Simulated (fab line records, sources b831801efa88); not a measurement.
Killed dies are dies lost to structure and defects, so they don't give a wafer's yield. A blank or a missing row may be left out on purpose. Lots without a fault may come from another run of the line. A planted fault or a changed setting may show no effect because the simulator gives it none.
Chamber matching | flow sky130 | SKY_VIA3_CMP_24 on cmp-02: 4 sister chambers
The step polishes, stops on SiO2, t overpolish 20 s, target thk 0 nm. 14 wafers are shown with their chamber, then 7 later ones without.

WAFERS WITH THEIR CHAMBER
wafer  | chamber | motor_current_A (A) | time_to_endpoint_s (s) | overpolish_run_s (s)
L122.1 | 2       | 10.9                | 99                     | 19.998
L122.4 | 1       | 11.5                | 94                     | 19.999
L122.6 | 2       | 10.8                | 95                     | 20.010
L136.1 | 3       | 10.6                | 91                     | 19.998
L136.3 | 2       | 10.9                | 98                     | 19.997
L136.6 | 0       | 12.5                | 87                     | 19.995
L137.2 | 0       | 13.5                | 89                     | 19.995
L137.3 | 2       | 10.3                | 95                     | 19.998
L137.6 | 3       | 10.7                | 92                     | 20.003
L141.1 | 2       | 10.7                | 93                     | 19.995
L141.3 | 0       | 12.5                | 84                     | 19.996
L141.6 | 2       | 10.7                | 95                     | 20.016
L142.2 | 1       | 11.0                | 96                     | 19.992
L142.4 | 3       | 11.3                | 91                     | 20.009

SIGNATURES (means of the wafers above)
reading            | chamber 0 | chamber 1 | chamber 2 | chamber 3 | scatter within a chamber
motor_current_A    | 12.833    | 11.250    | 10.717    | 10.867    | 0.364
time_to_endpoint_s | 86.67     | 95.00     | 95.83     | 91.33     | 2
overpolish_run_s   | 19.99533  | 19.99550  | 20.00233  | 20.00333  | 0.00672
Rule: a wafer's distance from a chamber is the root of the sum, over the readings, of the square of ((its reading less the chamber's mean) divided by the reading's scatter). The wafer belongs to the nearest chamber; if the next one is less than 2 further off, it can't be placed. The scatter: the root of (the sum of the squares of (reading less its chamber's mean) over the shown wafers, divided by (wafers less chambers)).

WAFERS WITHOUT THEIR CHAMBER
wafer  | motor_current_A (A) | time_to_endpoint_s (s) | overpolish_run_s (s)
L142.6 | 11.2                | 94                     | 19.990
L144.1 | 10.6                | 94                     | 19.995
L144.5 | 10.5                | 91                     | 20.004
L144.6 | 10.7                | 92                     | 19.999
L145.4 | 10.6                | 96                     | 19.999
L145.5 | 11.0                | 91                     | 19.986
L145.6 | 10.7                | 99                     | 20.010

WHICH CHAMBER EACH WENT THROUGH
wafer  | from the rows above          | in truth
L142.6 | can't be placed: 1 or 2 or 3 | 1
L144.1 | can't be placed: 2 or 1 or 3 | 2
L144.5 | can't be placed: 3 or 2      | 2
L144.6 | can't be placed: 3 or 2 or 1 | 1
L145.4 | can't be placed: 2 or 1 or 3 | 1
L145.5 | can't be placed: 1 or 3 or 2 | 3
L145.6 | can't be placed: 2 or 1      | 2
Placed correctly: 0 of 7. Can't be placed from these rows: 7 (the true chamber is among the candidates in 7). Placed wrongly: 0.
